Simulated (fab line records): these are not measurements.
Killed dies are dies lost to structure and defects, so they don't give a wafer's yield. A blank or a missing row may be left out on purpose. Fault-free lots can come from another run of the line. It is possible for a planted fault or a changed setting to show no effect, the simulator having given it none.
A struck lot beside a sound one	flow sky130	16 out of 708 route steps
Sound: the wafers L109.1, L109.4, L109.5. Struck: wafer L996.1 (L996.2, L996.5, from the same lot, were not struck and are left out); the cause is given at the end.
Order at every step that has rows: each side's tool, ch and its chambers, its first start. Under that, the readings that differ: sound wafers	struck wafers	difference of the means	sigmas: that difference in standard deviations of wafers without a fault.
alike: readings with means less than 2 such deviations apart, plus words and numbers identical on both sides. not compared: withheld readings, readings lacking a value on some wafer, bounds such as >300 that could conceal the same value, and numbers that have no deviation in the record and whose values overlap.
Wherever a step has rows on one side only, a row that says differs or no value, or a row with sigmas, the two part there. Numbers that don't overlap but have no deviation are shown without sigmas and don't part them. A reading that every wafer of one side lacks parts them only if that side has two wafers or more.

first, 3 steps without rows for these wafers: SKY_VIA1_EXPOSE_09 (exposes mask VIM, target cd 150 nm); SKY_VIA1_PEB_10; SKY_VIA1_DEVELOP_11 (develop time 60 s).
SKY_VIA1_CD_MEAS_12: target cd 150 nm.
  sound on cd_sem-02 at day 38 13:25; struck on cd_sem-02 at day 34 13:41
  alike: cd_nm
SKY_VIA1_OVL_MEAS_13:
  sound on overlay-02 at day 38 13:32; struck on overlay-02 at day 34 13:49
  alike: VIA1_OVL
SKY_VIA1_ETCH_14: etches BARC in N2/H2, stops on SiO2, time 45.9 s, target depth 60 nm.
  sound on rie_diel-02 ch 0,3, day 38 13:34; struck on rie_diel-04 ch 2, day 34 13:50
reading	sound	struck	difference	sigmas
drypump_motor_current_A (A)	5.1 5.1 5.7	6.6	+1.3	+4
h2_flow_sccm (sccm)	200.5 201.1 199.1	198.8	-1.4	-3
  alike: oes_product_au, throttle_valve_pct
  not compared: rf_hours_counter_h
SKY_VIA1_ETCH_15: etches SiO2 in C4F8/O2/Ar, stops on TiN, target depth 351 nm, time 54 s.
  sound on rie_diel-02 ch 0,3, day 38 13:37; struck on rie_diel-04 ch 2, day 34 13:53
  alike: oes_product_au
  not compared: rf_hours_counter_h
SKY_VIA1_STRIP_16: strips in O2/N2.
  sound on plasma_asher-04 ch 0, day 38 13:40; struck on plasma_asher-01 ch 1, day 34 13:56
  alike: drypump_motor_current_A, oes_product_au, strip_time_to_endpoint_s
  not compared: rf_hours_counter_h
then, 3 steps without rows for these wafers: SKY_VIA1_STRIP_17 (strips in post etch residue remover, time 1200 s); SKY_VIA1_CLEAN_18 (cleans in IPA, time 180 s); SKY_VIA1_CLEAN_19 (cleans in O3/DIW).
SKY_VIA1_SPUTTER_20: material TiN, target thk 20 nm, time 80 s.
  sound on pvd_sputter-04 at day 38 14:20; struck on pvd_sputter-02 at day 34 14:32
  alike: throttle_valve_pct
SKY_VIA1_CVD_21: deposits W, target thk 270 nm, time 80.902 s.
  sound on cvd_w-01 ch 0,1, day 38 14:24; struck on cvd_w-01 ch 0, day 34 14:35
reading	sound	struck	difference	sigmas
model.W_of_VIA1_CVD_21.thk_nm (nm)	269.7 271.9 268.4	216.3	-53.7	
  alike: heater_power_w
SKY_VIA1_RS_MEAS_22: the measuring method here is four-point-probe.
  sound on film_metro-04 at day 38 14:29; struck on film_metro-02 at day 34 14:41
reading	sound	struck	difference	sigmas
VIA1_W_RS (ohm/sq)	0.428 0.425 0.429	0.534	+0.107	+17
SKY_VIA1_THK_MEAS_23: measures by xrf.
  sound on film_metro-04 at day 38 14:37; struck on film_metro-02 at day 34 14:48
reading	sound	struck	difference	sigmas
VIA1_W_THK (nm)	262 264 260	210	-52	-11
SKY_VIA1_CMP_24: polishes, stops on SiO2, t overpolish 15 s, target thk 0 nm.
  sound on cmp-02 ch 0,2,3, day 38 14:46; struck on cmp-02 ch 1, day 34 14:55
reading	sound	struck	difference	sigmas
head_pressure_psi (psi)	3.497 3.502 3.498	3.516	+0.017	+2
  alike: motor_current_A, slurry_flow_ml_min, time_to_endpoint_s

== WHERE THEY PART ==
Last at SKY_VIA1_CMP_24 as far as this record goes, first at SKY_VIA1_ETCH_14.

WHY: what the simulator had put in
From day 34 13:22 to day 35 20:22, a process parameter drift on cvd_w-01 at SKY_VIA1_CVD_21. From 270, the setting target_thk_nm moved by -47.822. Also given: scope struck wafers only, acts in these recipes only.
